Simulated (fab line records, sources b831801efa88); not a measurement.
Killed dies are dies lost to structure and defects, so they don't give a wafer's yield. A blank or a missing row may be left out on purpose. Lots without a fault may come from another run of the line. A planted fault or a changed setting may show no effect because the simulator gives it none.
Chamber matching | flow sky130 | SKY_VIA1_ETCH_14 on rie_diel-02: 4 sister chambers
The step etches BARC in N2/H2, stops on SiO2, time 45.9 s, target depth 60 nm. 8 wafers are shown with their chamber, then 7 later ones without.

WAFERS WITH THEIR CHAMBER
wafer  | chamber | drypump_motor_current_A (A) | bias_w (W)
L082.3 | 3       | 5.7                         | 100.00
L082.5 | 0       | 5.5                         | 100.14
L088.6 | 2       | 6.5                         | 100.09
L089.1 | 0       | 5.5                         | 100.03
L089.2 | 2       | 6.4                         | 100.46
L089.4 | 1       | 5.6                         | 100.14
L092.2 | 1       | 5.6                         | 99.92
L092.3 | 3       | 5.7                         | 99.48

WAFERS WITHOUT THEIR CHAMBER
wafer  | drypump_motor_current_A (A) | bias_w (W)
L092.5 | 6.5                         | 99.63
L094.2 | 5.6                         | 99.42
L094.3 | 6.5                         | 99.90
L094.4 | 5.7                         | 99.98
L096.2 | 5.6                         | 100.48
L096.3 | 5.5                         | 100.15
L096.5 | 5.6                         | 100.23

WHICH CHAMBER EACH WENT THROUGH
wafer  | from the rows above          | in truth
L092.5 | 2                            | 2
L094.2 | can't be placed: 1 or 3 or 0 | 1
L094.3 | 2                            | 2
L094.4 | can't be placed: 3 or 1      | 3
L096.2 | can't be placed: 1 or 0      | 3
L096.3 | 0                            | 0
L096.5 | 1                            | 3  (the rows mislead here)
Placed correctly: 3 of 7. Can't be placed from these rows: 3 (the true chamber is among the candidates in 2). Placed wrongly: 1.
How it was worked out, from the rows above alone: a wafer's distance from a chamber is the root of the sum, over the readings, of the square of ((its reading less the chamber's mean) divided by the reading's scatter). The wafer belongs to the nearest chamber; if the next one is less than 2 further off, it can't be placed. A chamber's mean is the mean of its shown wafers. The scatter: the root of (the sum of the squares of (reading less its chamber's mean) over the shown wafers, divided by (wafers less chambers)).
